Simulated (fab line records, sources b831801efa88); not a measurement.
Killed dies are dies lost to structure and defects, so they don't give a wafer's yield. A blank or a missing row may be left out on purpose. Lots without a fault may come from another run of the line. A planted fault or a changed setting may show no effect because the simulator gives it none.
A struck lot beside a sound one | flow gf180mcu | 14 steps out of a route of 602
Sound: wafers L390.2, L390.3, L390.6. Struck: wafers L404.1, L404.2, L404.4. The cause comes at the end.
At each step with rows: each side's tool, then ch and its chambers, then its first start. Under that, the readings that differ: sound wafers | struck wafers | difference of the means | sigmas: that difference in standard deviations of wafers without a fault.
alike: readings whose means differ by less than 2 such deviations, and words and numbers that are the same on both sides. not compared: withheld readings, readings that some wafer has no value for, bounds like >300 that may hide the same value, and numbers for which the record gives no deviation and whose values overlap.
The two part at a step that has a row with sigmas, a row that says differs or no value, or rows on one side only. Numbers that don't overlap but have no deviation are shown without sigmas and don't part them. A reading that every wafer of one side lacks parts them only if that side has two wafers or more.

first, 2 steps without rows for these wafers: GF_VT_IMPLANT_PEB_05; GF_VT_IMPLANT_DEVELOP_06 (develop time 60 s).
GF_VT_IMPLANT_OVL_MEAS_07:
  sound on overlay-02, day 5 13:44; struck on overlay-02, day 9 06:53
  alike: VT_IMPLANT_OVL
then, 1 step without rows for these wafers: GF_VT_IMPLANT_IMPLANT_08.
GF_VT_IMPLANT_STRIP_09: strips in O2/N2.
  sound on plasma_asher-02 ch 0,1, day 5 13:55; struck on plasma_asher-04 ch 0,1, day 9 07:04
  reading                     | sound          | struck         | difference | sigmas
  drypump_motor_current_A (A) | 5.82 5.54 5.52 | 6.09 6.06 6.09 | +0.45      | +2
  alike: heater_power_w, oes_product_au, platen_temp_c, strip_time_to_endpoint_s
  not compared: rf_hours_counter_h
GF_VT_IMPLANT_TW_MEAS_10:
  sound on film_metro-04, day 5 14:01; struck on film_metro-04, day 9 07:10
  alike: VT_IMPLANT_TW
then, 6 steps without rows for these wafers: GF_VT_IMPLANT_DEHYDRATE_11 (time 60 s); GF_VT_IMPLANT_HMDS_12 (prime time 60 s); GF_VT_IMPLANT_COAT_13 (resist thk 1000 nm); GF_VT_IMPLANT_SOFTBAKE_14 (time 60 s); GF_VT_IMPLANT_EXPOSE_15 (exposes mask Nwell LV AREA, target cd 860 nm); GF_VT_IMPLANT_PEB_16.
GF_VT_IMPLANT_DEVELOP_17: develop time 60 s.
  sound on litho_track-04 ch 0, day 6 04:43; struck on litho_track-04, day 9 23:41
  no value came back on the struck wafers for chill_plate_temp_C (C), develop_time_s (s); on the sound wafers chill_plate_temp_C (C) reads 22.91 22.97 22.90
GF_VT_IMPLANT_OVL_MEAS_18:
  sound on overlay-02, day 6 04:50; struck on overlay-01, day 9 23:50
  reading                | sound         | struck | difference                    | sigmas
  VT_IMPLANT_01_OVL (nm) | 0.0 -2.4 -0.7 | - - -  | no value on the struck wafers |

WHERE THEY PART
First at GF_VT_IMPLANT_STRIP_09; last, within this record, at GF_VT_IMPLANT_OVL_MEAS_18.

WHY: what the simulator had put in
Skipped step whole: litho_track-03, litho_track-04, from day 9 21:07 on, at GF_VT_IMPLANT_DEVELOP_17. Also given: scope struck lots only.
